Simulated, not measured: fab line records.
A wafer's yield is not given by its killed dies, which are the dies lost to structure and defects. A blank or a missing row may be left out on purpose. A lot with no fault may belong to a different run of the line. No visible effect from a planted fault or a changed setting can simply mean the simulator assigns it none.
Chamber matching    flow sky130    SKY_VIA1_CMP_24 on cmp-02: 4 sister chambers
The step polishes, stops on SiO2, t overpolish 15 s, target thk 0 nm. 16 wafers are shown with their chamber, then 8 later ones without.

== WAFERS, EACH WITH ITS CHAMBER ==
wafer   chamber  motor-current-A (A)  time-to-endpoint-s (s)  slurry-filter-dp-kPa (kPa)
L797.2  3        9.8                  64.2                    13.38
L797.3  1        10.9                 63.8                    13.50
L797.5  1        11.4                 67.6                    13.47
L799.3  3        9.5                  63.0                    13.17
L799.4  0        9.0                  67.0                    13.27
L799.6  3        10.4                 64.2                    13.53
L800.2  1        11.6                 67.1                    13.31
L800.4  3        9.9                  62.8                    13.61
L800.6  0        9.4                  66.0                    13.76
L802.3  2        9.0                  69.5                    13.56
L802.4  3        9.9                  64.4                    13.51
L802.5  3        10.1                 63.9                    13.74
L803.1  0        9.5                  65.5                    13.37
L803.2  1        11.3                 67.4                    13.51
L803.3  2        9.0                  68.0                    13.59
L805.2  1        10.9                 68.5                    13.45

SIGNATURES (means of the wafers above)
reading               chamber 0  chamber 1  chamber 2  chamber 3  scatter within a chamber
motor-current-A       9.300      11.220     9.000      9.933      0.286
time-to-endpoint-s    66.167     66.880     68.750     63.750     1.21
slurry-filter-dp-kPa  13.4667    13.4480    13.5750    13.4900    0.172
Rule: for each reading, subtract the chamber's mean from the wafer's reading, divide by that reading's scatter and square the result; add these up over the readings and take the root, which gives the wafer's distance from the chamber. If the next closest chamber is less than 2 further off than the closest, the wafer can't be placed; otherwise it belongs to the closest. The scatter is the square root of a quotient: the sum, over the shown wafers, of each reading's squared deviation from its chamber's mean, divided by wafers minus chambers.

== WAFERS WITH NO CHAMBER GIVEN ==
wafer   motor-current-A (A)  time-to-endpoint-s (s)  slurry-filter-dp-kPa (kPa)
L805.5  9.3                  66.2                    13.43
L805.6  10.1                 61.9                    13.48
L806.1  11.4                 66.9                    13.68
L806.2  9.1                  69.9                    13.46
L806.6  9.5                  64.8                    13.45
L817.3  8.5                  72.1                    13.36
L817.4  10.1                 67.3                    13.61
L817.6  10.5                 63.5                    13.48

== EACH ONE'S CHAMBER ==
wafer    from the rows above                 in truth
L805.5   0                                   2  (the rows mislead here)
L805.6   3                                   3
L806.1   1                                   1
L806.2   can't be placed: 2 or 0             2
L806.6   can't be placed: 0 or 3             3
L817.3   2                                   2
L817.4   can't be placed: 0 or 3 or 2 or 1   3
L817.6   can't be placed: 3 or 1             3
Placed correctly: 3 of 8. Can't be placed from these rows: 4 (the true chamber is among the candidates in 4). Placed wrongly: 1.
